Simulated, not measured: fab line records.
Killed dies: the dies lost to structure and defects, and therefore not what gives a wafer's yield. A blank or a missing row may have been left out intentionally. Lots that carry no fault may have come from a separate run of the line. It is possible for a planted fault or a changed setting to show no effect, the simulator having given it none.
Which tool did it? + flow gf180mcu + 33 wafers from 11 lots sampled at 4 of the route's 602 steps

WHAT THE GAUGES READ, wafer by wafer
GF_NSD_CD_MEAS_07: the cd target is 400 nm.
| lot  | measured     | on       | cdNm (nm)         |
|------|--------------|----------|-------------------|
| L768 | day 13 09:35 | cdSem-02 | 403.1 403.2 405.0 |
| L769 | day 13 12:19 | cdSem-02 | 398.5 401.2 399.1 |
| L771 | day 14 16:19 | cdSem-01 | 398.6 400.9 401.2 |
| L772 | day 14 22:30 | cdSem-02 | 398.0 396.8 397.5 |
| L775 | day 15 20:28 | cdSem-02 | 400.6 402.8 399.3 |
| L776 | day 16 03:10 | cdSem-01 | 399.2 397.4 398.7 |
| L777 | day 16 07:54 | cdSem-01 | 401.1 399.0 398.9 |
| L780 | day 17 12:00 | cdSem-02 | 393.1 396.4 395.8 |
| L781 | day 17 20:11 | cdSem-01 | 401.6 400.2 401.3 |
| L786 | day 19 16:25 | cdSem-01 | 392.6 394.3 393.9 |
| L788 | day 20 02:39 | cdSem-02 | 390.2 392.4 392.5 |

EACH LOT AND THE TOOL THAT RAN IT (in order: tool; ch and the chambers of the sampled wafers; start)
| lot  | GF_VT_IMPLANT_RTA_45            | GF_HV_LDD_STRIP_22                  | GF_NSD_COAT_02                   |
|------|---------------------------------|-------------------------------------|----------------------------------|
| L768 | rtpAnneal-01 ch 0, day 7 16:20  | plasmaAsher-01 ch 0, day 10 20:49   | lithoTrack-04 ch 0, day 12 23:17 |
| L769 | rtpAnneal-02 ch 0, day 7 19:48  | plasmaAsher-02 ch 0,1, day 10 23:30 | lithoTrack-04 ch 0, day 13 02:23 |
| L771 | rtpAnneal-02 ch 0, day 8 17:12  | plasmaAsher-01 ch 0,1, day 12 00:26 | lithoTrack-04 ch 0, day 14 06:02 |
| L772 | rtpAnneal-02 ch 0, day 8 20:30  | plasmaAsher-02 ch 0,1, day 12 06:19 | lithoTrack-02 ch 0, day 14 12:06 |
| L775 | rtpAnneal-02 ch 0, day 9 15:03  | plasmaAsher-04 ch 0,1, day 13 00:22 | lithoTrack-04 ch 0, day 15 10:07 |
| L776 | rtpAnneal-01 ch 0, day 9 21:09  | plasmaAsher-01 ch 0,1, day 13 09:06 | lithoTrack-03 ch 0, day 15 15:51 |
| L777 | rtpAnneal-01 ch 0, day 10 00:15 | plasmaAsher-02 ch 1, day 13 12:52   | lithoTrack-04 ch 0, day 15 20:46 |
| L780 | rtpAnneal-01 ch 0, day 10 18:48 | plasmaAsher-01 ch 0,1, day 14 13:46 | lithoTrack-03 ch 0, day 17 00:33 |
| L781 | rtpAnneal-01 ch 0, day 11 06:20 | plasmaAsher-01 ch 0,1, day 14 20:56 | lithoTrack-02 ch 0, day 17 08:33 |
| L786 | rtpAnneal-02 ch 0, day 12 15:13 | plasmaAsher-02 ch 0,1, day 16 14:15 | lithoTrack-04 ch 0, day 19 03:47 |
| L788 | rtpAnneal-01 ch 0, day 13 02:26 | plasmaAsher-04 ch 0,1, day 16 23:16 | lithoTrack-04 ch 0, day 19 14:09 |
- GF_VT_IMPLANT_RTA_45: time 30 s.
- GF_HV_LDD_STRIP_22: strips in O2/N2.
- GF_NSD_COAT_02: resist thk 1000 nm.

THE ANSWER, worked out from the rows above alone
Rule: what is usual is taken from the lots themselves. Put in order of their means at a reading, lots are off if they are a third of the lots or fewer, leave a main group of 4 or more, and stand apart from it by a gap of 3 or more times the standard deviation of the main group's means; of several such gaps the widest counts. The tables above print the reading to a certain number of digits; a main group whose means all agree to those digits is not used. Also off: a lot with no number at a reading for which 4 or more lots have one. All remaining lots with rows at the step are treated as sound.
None of the lots is off at any reading shown; this tells nothing.

WHAT THE SIMULATOR PUT IN
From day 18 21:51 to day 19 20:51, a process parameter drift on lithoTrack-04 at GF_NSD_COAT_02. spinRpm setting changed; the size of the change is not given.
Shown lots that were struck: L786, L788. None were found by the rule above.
